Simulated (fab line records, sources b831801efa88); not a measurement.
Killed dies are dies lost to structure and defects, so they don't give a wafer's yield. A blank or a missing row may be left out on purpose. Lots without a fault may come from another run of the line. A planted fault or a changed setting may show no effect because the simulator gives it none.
A struck lot beside a sound one | flow sky130 | 21 steps out of a route of 708
Sound: wafers L684.1, L684.5, L684.6. Struck: wafers L688.2, L688.3, L688.5. The cause comes at the end.
At each step with rows: each side's tool, then ch and its chambers, then its first start. Under that, the readings that differ: sound wafers | struck wafers | difference of the means | sigmas: that difference in standard deviations of wafers without a fault.
alike: readings whose means differ by less than 2 such deviations, and words and numbers that are the same on both sides. not compared: withheld readings, readings that some wafer has no value for, bounds like >300 that may hide the same value, and numbers for which the record gives no deviation and whose values overlap.
The two part at a step that has a row with sigmas, a row that says differs or no value, or rows on one side only. Numbers that don't overlap but have no deviation are shown without sigmas and don't part them. A reading that every wafer of one side lacks parts them only if that side has two wafers or more.

first, 1 step without rows for these wafers: SKY_RES_XHIGH_IMPLANT_07.
SKY_RES_XHIGH_STRIP_08: strips in O2/N2.
  sound on plasma_asher-02 ch 0,1, day 27 01:58; struck on plasma_asher-04 ch 0,1, day 28 16:44
  reading                      | sound             | struck            | difference | sigmas
  strip_time_to_endpoint_s (s) | 14.33 14.33 14.30 | 14.21 14.27 14.24 | -0.08      | -2
  alike: drypump_motor_current_A, oes_product_au
  not compared: rf_hours_counter_h
SKY_RES_XHIGH_TW_MEAS_09:
  sound on film_metro-01, day 27 02:04; struck on film_metro-03, day 28 16:51
  alike: RES_XHIGH_TW
then, 7 steps without rows for these wafers: SKY_SD_N_DEHYDRATE_00 (time 60 s); SKY_SD_N_HMDS_01 (prime time 60 s); SKY_SD_N_COAT_02 (resist thk 1140 nm); SKY_SD_N_SOFTBAKE_03 (time 60 s); SKY_SD_N_EXPOSE_04 (exposes mask NSDM, target cd 380 nm); SKY_SD_N_PEB_05; SKY_SD_N_DEVELOP_06 (develop time 60 s).
SKY_SD_N_CD_MEAS_07: target cd 380 nm.
  sound on cd_sem-01, day 28 07:07; struck on cd_sem-01, day 29 22:25
  alike: cd_nm
SKY_SD_N_OVL_MEAS_08:
  sound on overlay-01, day 28 07:14; struck on overlay-02, day 29 22:31
  alike: SD_N_OVL
SKY_SD_N_IMPLANT_09:
  sound on implanter-01 ch 0, day 28 07:17; struck on implanter-01 ch 0, day 29 22:34
  reading                   | sound                | struck               | difference | sigmas
  beam_energy_keV           | 50.020 50.009 50.028 | 52.397 52.376 52.418 | +2.378     | +99 or more
  model.implant.rp_nm (nm)  | 31.44 31.44 31.44    | 32.41 32.41 32.41    | +0.97      |
  model.implant.drp_nm (nm) | 14.11 14.11 14.11    | 14.62 14.62 14.62    | +0.51      |
  alike: end_station_pressure_torr, tilt_deg
then, 1 step without rows for these wafers: SKY_SD_N_IMPLANT_10.
SKY_SD_N_STRIP_11: strips in O2/N2.
  sound on plasma_asher-02 ch 0,1, day 28 07:35; struck on plasma_asher-03 ch 0,1, day 29 22:51
  reading                      | sound             | struck            | difference | sigmas
  drypump_motor_current_A (A)  | 4.8 4.8 5.0       | 6.7 6.7 6.5       | +1.8       | +2
  strip_time_to_endpoint_s (s) | 22.61 22.65 22.65 | 22.95 22.97 22.95 | +0.32      | +8
  alike: oes_product_au
  not compared: rf_hours_counter_h
SKY_SD_N_TW_MEAS_12:
  sound on film_metro-03, day 28 07:41; struck on film_metro-03, day 29 22:58
  alike: SD_N_TW
then, 1 step without rows for these wafers: SKY_SD_N_CLEAN_13 (cleans in SC1/SC2, time 150 s).
SKY_SD_N_RTA_14: time 2 s.
  sound on rtp_anneal-02 ch 0, day 28 07:47; struck on rtp_anneal-02 ch 0, day 29 23:04
  alike: anneal_temp_c_max, lamp_power_pct, ramp_up_c_per_s, wafer_temp_C_max
SKY_SD_N_RS_MEAS_16: measures by four-point-probe.
  sound on film_metro-03, day 28 07:58; struck on film_metro-01, day 29 23:15
  reading          | sound             | struck            | difference | sigmas
  SD_N_RS (ohm/sq) | 68.56 68.41 68.59 | 66.97 66.91 66.94 | -1.58      | -11
SKY_SD_N_RS_MEAS_17: measures by four-point-probe.
  sound on film_metro-03, day 28 08:05; struck on film_metro-01, day 29 23:22
  alike: SD_P_RS
-- the record jumps here: 17 days lie between the struck wafers' starts before and after (it left off in module SD_N and takes up again in module PAD_OPEN, whose first step shown is number 708 of the route) --
SKY_PAD_OPEN_PROBE_99:
  sound on prober-02, day 46 04:08; struck on prober-02, day 47 06:37
  reading                            | sound             | struck            | difference | sigmas
  killed_at_M0_to_M3                 | 41 32 29          | 45 57 45          | +15        | +2
  killed_at_contacts                 | 27 11 20          | 41 29 25          | +12        | +2
  killed_dies                        | 83 65 64          | 102 107 90        | +29        | +3
  killed_open                        | 44 26 36          | 59 65 49          | +22        | +3
  model.etest.res_ndiff.rs_ohm_sq    | 120.4 119.6 121.5 | 118.2 119.3 119.3 | -1.6       |
  model.etest.res_ndiff_hv.rs_ohm_sq | 113.1 113.8 114.8 | 111.7 112.8 112.8 | -1.5       |
  alike: killed_at_M4_up, killed_at_front_end, killed_at_other, killed_short

WHERE THEY PART
First at SKY_RES_XHIGH_STRIP_08; last, within this record, at SKY_PAD_OPEN_PROBE_99.

WHY: what the simulator had put in
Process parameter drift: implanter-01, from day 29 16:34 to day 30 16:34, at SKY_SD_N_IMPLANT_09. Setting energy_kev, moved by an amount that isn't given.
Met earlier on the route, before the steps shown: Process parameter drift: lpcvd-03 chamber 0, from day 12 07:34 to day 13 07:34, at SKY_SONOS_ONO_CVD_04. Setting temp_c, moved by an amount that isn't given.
